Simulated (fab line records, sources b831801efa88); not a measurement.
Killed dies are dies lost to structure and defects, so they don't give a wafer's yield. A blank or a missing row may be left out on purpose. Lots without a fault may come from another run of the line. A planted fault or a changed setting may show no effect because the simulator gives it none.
Problem report in the 8D (eight disciplines) form, filled by code | flow sky130 | the parts of the form that need people (team, actions taken, sign-off) are left out

1. THE PROBLEM
SONOS_TUNNEL_TW at SKY_SONOS_TUNNEL_TW_MEAS_12 reads a mean of 220.9 on 6 wafers of 2 lots; wafers without a fault read 198.0 with a standard deviation of 0.74. That is +31 standard deviations from the usual mean.
First seen on wafer L905.1, day 15 16:10, on film_metro-03. The record holds 42 wafers of 14 lots with a number at this step. Rule for "out", or "out of limits": more than 4 standard deviations from the usual mean. The other wafers with a number count as sound.

2. WHAT IT IS AND WHAT IT IS NOT
question                    | is                     | is not
which readings at this step | SONOS_TUNNEL_TW        | -
which lots                  | L905, L906             | L894, L895, L896, L898, L899, L901, L903, L909, L912, L914, L916, L917
which wafers of those lots  | all that have a number | -
read on which gauges        | film_metro-03          | film_metro-01, film_metro-04
when                        | from day 15 16:10      | up to then (21 sound wafers); but 15 sound wafers of L909, L912, L914, L916, L917 came after

3. SUSPECTS, AND WHAT RULES EACH OUT
Counting: a tool at a process step up to the reading stays a suspect if it ran every lot that is out and no sound lot after the first of them.
- the gauge at SKY_SONOS_TUNNEL_TW_MEAS_12: ruled out. All the wafers that are out were read on film_metro-03, but those of them that SKY_SONOS_TUNNEL_IMPLANT_09 has rows for are out there too, on other tools.
- plasma_asher-01 at SKY_VT_ADJUST_LVTN_STRIP_20 (strips in O2/N2): ruled out as a lasting fault. Sound lots L914, L916 ran on it after its first lot that is out, L905 (day 11 09:38).
- implanter-01 at SKY_SONOS_TUNNEL_IMPLANT_09: ruled out as a lasting fault. Sound lots L917 ran on it after its first lot that is out, L905 (day 15 15:45).
Left after counting: nothing in the record.

4. THE CAUSE (what the simulator had put in)
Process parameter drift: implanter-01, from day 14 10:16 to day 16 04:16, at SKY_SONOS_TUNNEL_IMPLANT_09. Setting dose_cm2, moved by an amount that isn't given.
Counting ruled it out, wrongly: the rule takes a fault to strike every lot that its tool runs from its start on, and this one did not.

5. THE CHAIN OF EFFECTS, in route order
Each row: a reading whose mean over the struck wafers that have a number lies more than 3 standard deviations from the usual. Only readings for which the record gives a usual standard deviation are gone through. hours: the time from each lot's start at the first step in this table that gives one to its start at this step, as a median over the lots. sigmas: the change in usual standard deviations.
hours | step                        | reading            | usual      | on struck wafers | change      | sigmas
0     | SKY_SONOS_TUNNEL_IMPLANT_09 | dose_ions_cm2      | 1.0001e+12 | 1.4791e+12       | +4.7903e+11 | +99 or more
0     | SKY_SONOS_TUNNEL_IMPLANT_09 | faraday_current_uA | 5.65       | 8.27             | +2.62       | +22
0     | SKY_SONOS_TUNNEL_TW_MEAS_12 | SONOS_TUNNEL_TW    | 198.0      | 220.9            | +22.9       | +31
The process steps in it:
- SKY_SONOS_TUNNEL_IMPLANT_09

6. WHAT WOULD HAVE CAUGHT IT SOONER
In this record the first reading out of limits at a measuring or inspecting step was taken at day 15 16:10, 30 hours after the fault began at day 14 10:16.
The tool's own readings at SKY_SONOS_TUNNEL_IMPLANT_09 were out on every struck wafer that the step has a row for (dose_ions_cm2, faraday_current_uA): an alarm limit on them would have fired on the first of those.
